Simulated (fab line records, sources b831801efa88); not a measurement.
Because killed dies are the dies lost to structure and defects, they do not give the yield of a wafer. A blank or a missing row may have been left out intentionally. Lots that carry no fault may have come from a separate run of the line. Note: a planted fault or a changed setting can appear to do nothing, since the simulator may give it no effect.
Which tool did it?    flow gf180mcu    Sampling: 12 lots, 36 wafers, 6 of 602 route steps

WHAT THE GAUGES READ, wafer by wafer
GF_M1_OVL_MEAS_15.
lot   measured      on          M1_OVL (nm)
L563  day 17 01:19  overlay-02  3 1 4
L564  day 17 16:17  overlay-02  -2 -5 0
L565  day 18 02:34  overlay-02  1 -7 1
L566  day 18 11:31  overlay-01  -9 -6 0
L569  day 19 12:31  overlay-01  4 -2 1
L572  day 20 12:55  overlay-01  8 10 10
L577  day 22 15:40  overlay-01  13 12 10
L578  day 23 00:20  overlay-02  -3 -3 6
L579  day 23 02:49  overlay-02  -1 5 4
L580  day 23 08:31  overlay-02  2 9 -1
L582  day 24 04:47  overlay-01  8 1 13
L584  day 24 13:49  overlay-01  1 0 -6

GF_V1_RS_MEAS_24: uses a four-point probe to measure.
lot   measured      on            V1_W_RS (ohm/sq)
L563  day 18 02:07  filmMetro-04  0.323 0.322 0.321
L564  day 18 18:22  filmMetro-01  0.323 0.324 0.327
L565  day 19 04:01  filmMetro-01  0.328 0.321 0.320
L566  day 19 14:10  filmMetro-01  0.321 0.320 0.321
L569  day 20 15:05  filmMetro-04  0.326 0.327 0.385
L572  day 21 14:44  filmMetro-01  0.326 0.323 0.327
L577  day 23 16:35  filmMetro-04  0.327 0.332 0.329
L578  day 24 00:58  filmMetro-04  0.329 0.323 0.324
L579  day 24 04:04  filmMetro-02  0.325 0.327 0.323
L580  day 24 09:16  filmMetro-04  0.323 0.329 0.328
L582  day 25 05:31  filmMetro-02  0.326 0.322 0.320
L584  day 25 13:49  filmMetro-04  0.327 0.331 0.328

GF_V1_THK_MEAS_25: measures by xrf.
lot   measured      on            V1_W_THK (nm)
L563  day 18 02:14  filmMetro-04  351 352 350
L564  day 18 18:28  filmMetro-01  348 348 344
L565  day 19 04:08  filmMetro-01  340 348 349
L566  day 19 14:17  filmMetro-01  348 350 351
L569  day 20 15:11  filmMetro-04  349 350 297
L572  day 21 14:52  filmMetro-01  345 345 343
L577  day 23 16:42  filmMetro-04  350 346 349
L578  day 24 01:04  filmMetro-04  343 349 346
L579  day 24 04:11  filmMetro-02  347 345 352
L580  day 24 09:23  filmMetro-04  350 345 343
L582  day 25 05:37  filmMetro-02  349 353 356
L584  day 25 13:56  filmMetro-04  347 344 347

GF_M2_RS_MEAS_05: uses a four-point probe to measure.
lot   measured      on            M2_ALCU_RS (ohm/sq)
L563  day 18 02:50  filmMetro-01  0.0694 0.0697 0.0692
L564  day 18 19:04  filmMetro-01  0.0683 0.0688 0.0683
L565  day 19 04:43  filmMetro-03  0.0697 0.0696 0.0701
L566  day 19 14:52  filmMetro-03  0.0698 0.0690 0.0697
L569  day 20 15:47  filmMetro-01  0.0682 0.0685 0.0684
L572  day 21 15:26  filmMetro-04  0.0694 0.0698 0.0694
L577  day 23 17:17  filmMetro-04  0.0705 0.0701 0.0692
L578  day 24 01:40  filmMetro-03  0.0702 0.0702 0.0696
L579  day 24 04:46  filmMetro-03  0.0679 0.0686 0.0686
L580  day 24 09:58  filmMetro-01  0.0687 0.0703 0.0694
L582  day 25 06:13  filmMetro-03  0.0693 0.0695 0.0700
L584  day 25 14:36  filmMetro-03  0.0688 0.0686 0.0684

EACH LOT AND THE TOOL THAT RAN IT (in order: tool; ch and the chambers of the sampled wafers; start)
lot   GF_V1_CVD_23                  GF_M2_SPUTTER_04
L563  cvdW-01 ch 0,1, day 18 02:01  pvdSputter-02, day 18 02:47
L564  cvdW-01 ch 0,1, day 18 18:14  pvdSputter-03, day 18 18:59
L565  cvdW-02 ch 0,1, day 19 03:55  pvdSputter-01, day 19 04:41
L566  cvdW-02 ch 0,1, day 19 14:03  pvdSputter-01, day 19 14:49
L569  cvdW-02 ch 0,1, day 20 14:57  pvdSputter-03, day 20 15:43
L572  cvdW-01 ch 0,1, day 21 14:37  pvdSputter-02, day 21 15:24
L577  cvdW-02 ch 0,1, day 23 16:28  pvdSputter-02, day 23 17:15
L578  cvdW-01 ch 0,1, day 24 00:50  pvdSputter-03, day 24 01:35
L579  cvdW-02 ch 0,1, day 24 03:56  pvdSputter-03, day 24 04:43
L580  cvdW-02 ch 0,1, day 24 09:09  pvdSputter-01, day 24 09:56
L582  cvdW-02 ch 0,1, day 25 05:23  pvdSputter-02, day 25 06:08
L584  cvdW-02 ch 0,1, day 25 13:42  pvdSputter-02, day 25 14:34
- GF_V1_CVD_23: deposits W, target thk 350 nm, time 105.05 s.
- GF_M2_SPUTTER_04: material TiN, target thk 50 nm, time 41.7 s.

WHAT THE TOOLS THEMSELVES READ (means of the sampled wafers that have a number; where no wafer has one, the mark that the record gives instead)
GF_V1_CVD_23.
lot   tool     heaterPowerW (W)
L563  cvdW-01  853
L564  cvdW-01  851
L565  cvdW-02  872
L566  cvdW-02  851
L569  cvdW-02  858
L572  cvdW-01  860
L577  cvdW-02  854
L578  cvdW-01  873
L579  cvdW-02  853
L580  cvdW-02  867
L582  cvdW-02  881
L584  cvdW-02  891

GF_M2_SPUTTER_04.
lot   tool           throttleValvePct (%)
L563  pvdSputter-02  29.3
L564  pvdSputter-03  29.9
L565  pvdSputter-01  30.0
L566  pvdSputter-01  30.0
L569  pvdSputter-03  30.3
L572  pvdSputter-02  30.7
L577  pvdSputter-02  31.2
L578  pvdSputter-03  30.6
L579  pvdSputter-03  30.1
L580  pvdSputter-01  29.9
L582  pvdSputter-02  30.2
L584  pvdSputter-02  30.8

THE ANSWER, worked out from the rows above alone
Rule: the lots themselves supply what counts as usual. Put in order of their means at a reading, lots are off if they are a third of the lots or fewer, leave a main group of 4 or more, and stand apart from it by a gap of 3 or more times the standard deviation of the main group's means; of several such gaps the widest counts. A main group is skipped when, at the precision printed for the reading in the tables above, its means are all equal. Also off: a lot with no number at a reading for which 4 or more lots have one. The other lots that the step has rows for count as sound. Order of review: gauges by route order, followed by the tools' own readings, for which a lot's mean as printed above is used. At the first step where some lot is off, the reading lying furthest off is the one used; lots without a number count as furthest.
Off: L569, seen at GF_V1_RS_MEAS_24 (V1_W_RS). The main group has a mean of 0.325 ohm/sq with a standard deviation of 0.0026.
A tool fits if, at a process step before that reading, it ran every lot that is off, and no sound lot after the first of them. Not tried: the gauges at GF_V1_RS_MEAS_24; whatever is off there is also off at GF_M2_RS_MEAS_05, on other tools, and gauge error can't account for it. Not one of the candidates tried fits.

WHAT HAD BEEN PUT IN BY THE SIMULATOR
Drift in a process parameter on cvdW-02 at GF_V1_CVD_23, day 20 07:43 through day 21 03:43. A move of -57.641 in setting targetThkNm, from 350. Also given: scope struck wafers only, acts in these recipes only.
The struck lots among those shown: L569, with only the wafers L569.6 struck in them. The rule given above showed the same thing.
